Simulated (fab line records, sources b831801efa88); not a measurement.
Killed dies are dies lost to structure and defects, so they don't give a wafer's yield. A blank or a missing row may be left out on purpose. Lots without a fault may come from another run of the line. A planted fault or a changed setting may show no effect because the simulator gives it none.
Which tool did it? | flow gf180mcu | 6 lots, 18 wafers sampled, at 2 steps of a route of 602

WHAT THE GAUGES READ, wafer by wafer
GF_CONTACT_THK_MEAS_01.
lot  | measured     | on            | CONTACT_CVD_00_THK (nm)
L954 | day 16 15:22 | film_metro-01 | 301 303 300
L956 | day 17 09:58 | film_metro-01 | 297 301 298
L961 | day 19 11:48 | film_metro-04 | 234 245 237
L963 | day 19 23:21 | film_metro-01 | 238 237 242
L970 | day 22 03:38 | film_metro-01 | 304 303 301
L972 | day 23 01:05 | film_metro-02 | 293 296 301

WHICH TOOL RAN EACH LOT (tool, then ch and the chambers of the sampled wafers, then the start)
lot  | GF_CONTACT_CVD_00
L954 | hdpcvd-01 ch 0,2, day 16 15:19
L956 | hdpcvd-02 ch 0,2, day 17 09:54
L961 | hdpcvd-02 ch 0,1,2, day 19 11:46
L963 | hdpcvd-02 ch 0,1,2, day 19 23:19
L970 | hdpcvd-01 ch 0,1,2, day 22 03:35
L972 | hdpcvd-02 ch 0,1, day 23 01:02
- GF_CONTACT_CVD_00: deposits SiO2, target thk 300 nm, time 50 s.

THE ANSWER, worked out from the rows above alone
Rule: what is usual is taken from the lots themselves. Put in order of their means at a reading, lots are off if they are a third of the lots or fewer, leave a main group of 4 or more, and stand apart from it by a gap of 3 or more times the standard deviation of the main group's means; of several such gaps the widest counts. A main group whose means are all the same, to the digits that the tables above print for the reading, isn't used. A lot without any number at a reading at which 4 lots or more have one is off too. The other lots that the step has rows for count as sound.
Off: L961, L963, at GF_CONTACT_THK_MEAS_01 (CONTACT_CVD_00_THK). The main group: mean 300 nm, standard deviation 2.3.
A tool fits if, at a process step before that reading, it ran every lot that is off, and no sound lot after the first of them. The gauges at GF_CONTACT_THK_MEAS_01 are tried like those tools. None of those tried fits.

WHAT THE SIMULATOR HAD PUT IN
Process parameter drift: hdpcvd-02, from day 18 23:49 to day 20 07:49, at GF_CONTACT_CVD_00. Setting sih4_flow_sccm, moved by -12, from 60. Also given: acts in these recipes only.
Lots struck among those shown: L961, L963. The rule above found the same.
